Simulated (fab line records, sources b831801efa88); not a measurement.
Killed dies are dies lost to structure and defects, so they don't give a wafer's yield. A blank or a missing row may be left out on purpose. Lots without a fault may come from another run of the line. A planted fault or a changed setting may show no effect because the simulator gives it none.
A struck lot beside a sound one | flow sky130 | 15 steps out of a route of 708
Sound: wafers L670.1, L670.4, L670.6. Struck: wafers L679.1, L679.2, L679.3. The cause comes at the end.
At each step with rows: each side's tool, then ch and its chambers, then its first start. Under that, the readings that differ: sound wafers | struck wafers | difference of the means | sigmas: that difference in standard deviations of wafers without a fault.
alike: readings whose means differ by less than 2 such deviations, and words and numbers that are the same on both sides. not compared: withheld readings, readings that some wafer has no value for, bounds like >300 that may hide the same value, and numbers for which the record gives no deviation and whose values overlap.
The two part at a step that has a row with sigmas, a row that says differs or no value, or rows on one side only. Numbers that don't overlap but have no deviation are shown without sigmas and don't part them. A reading that every wafer of one side lacks parts them only if that side has two wafers or more.

first, 4 steps without rows for these wafers: SKY_LDD_N_SOFTBAKE_03 (time 60 s); SKY_LDD_N_EXPOSE_04 (exposes mask NTM, target cd 840 nm); SKY_LDD_N_PEB_05; SKY_LDD_N_DEVELOP_06 (develop time 60 s).
SKY_LDD_N_OVL_MEAS_07:
  sound on overlay-02, day 17 09:10; struck on overlay-01, day 21 08:33
  alike: LDD_N_OVL
then, 7 steps without rows for these wafers: SKY_LDD_N_IMPLANT_08; SKY_LDD_N_IMPLANT_09; SKY_LDD_N_IMPLANT_10; SKY_LDD_N_IMPLANT_11; SKY_LDD_N_IMPLANT_12; SKY_LDD_N_IMPLANT_13; SKY_LDD_N_IMPLANT_14.
SKY_LDD_N_IMPLANT_15:
  sound on implanter-03 ch 0, day 17 10:16; struck on implanter-03 ch 0, day 21 09:38
  reading            | sound                         | struck                        | difference | sigmas
  dose_ions_cm2      | 5.002e+12 5.002e+12 5.002e+12 | 2.298e+12 2.284e+12 2.287e+12 | -2.712e+12 | -99 or more
  faraday_current_uA | 28.0 28.0 28.1                | 12.8 13.3 13.2                | -14.9      | -30
  alike: rotation_deg
SKY_LDD_N_STRIP_16: strips in O2/N2.
  sound on plasma_asher-03 ch 0,1, day 17 10:25; struck on plasma_asher-01 ch 0,1, day 21 09:47
  alike: drypump_motor_current_A, oes_product_au, strip_time_to_endpoint_s
  not compared: rf_hours_counter_h
-- the record jumps here: 27 days lie between the struck wafers' starts before and after (it left off in module LDD_N and takes up again in module PAD_OPEN, whose first step shown is number 708 of the route) --
SKY_PAD_OPEN_PROBE_99:
  sound on prober-02, day 45 11:23; struck on prober-02, day 48 01:52
  reading                                     | sound         | struck               | difference | sigmas
  model.etest.tip_n.rs_ohm_sq                 | 437.6 440.6   | 437.2 437 432.7      | -3.5       |
  model.etest.nfet_01v8_turned.off_log10_a_um | -13.4 -13.36  | -13.22 -13.24 -13.17 | +0.17      |
  model.etest.nfet_01v8_turned.vt_sat_v (V)   | 0.6499 0.652  | 0.6267 0.614 0.6074  | -0.0349    |
  model.etest.nfet_01v8_lvt.vt_sat_v (V)      | 0.5371 0.5395 | 0.5285 0.5202 0.5054 | -0.0203    |
  model.etest.nfet_01v8_turned.vt_v (V)       | 0.7004 0.7001 | 0.6927 0.6884 0.6855 | -0.0114    |
  model.etest.nfet_01v8.vt_sat_v (V)          | 0.6513 0.6515 | 0.6437 0.64 0.6233   | -0.0157    |
  model.etest.nfet_01v8_lvt.vt_v (V)          | 0.6084 0.6114 | 0.6035 0.6016 0.6048 | -0.0066    |
  alike: killed_at_M0_to_M3, killed_at_M4_up, killed_at_contacts, killed_at_front_end, killed_at_other, killed_dies, killed_open, killed_short
  not compared: model.etest.nfet_01v8_swapped.vt_sat_v

WHERE THEY PART
Only at SKY_LDD_N_IMPLANT_15, within this record. Later steps at which nothing parts them and some readings are alike: SKY_LDD_N_STRIP_16, SKY_PAD_OPEN_PROBE_99.

WHY: what the simulator had put in
Process parameter drift: implanter-03, from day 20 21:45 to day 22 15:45, at SKY_LDD_N_IMPLANT_15. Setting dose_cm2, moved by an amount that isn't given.
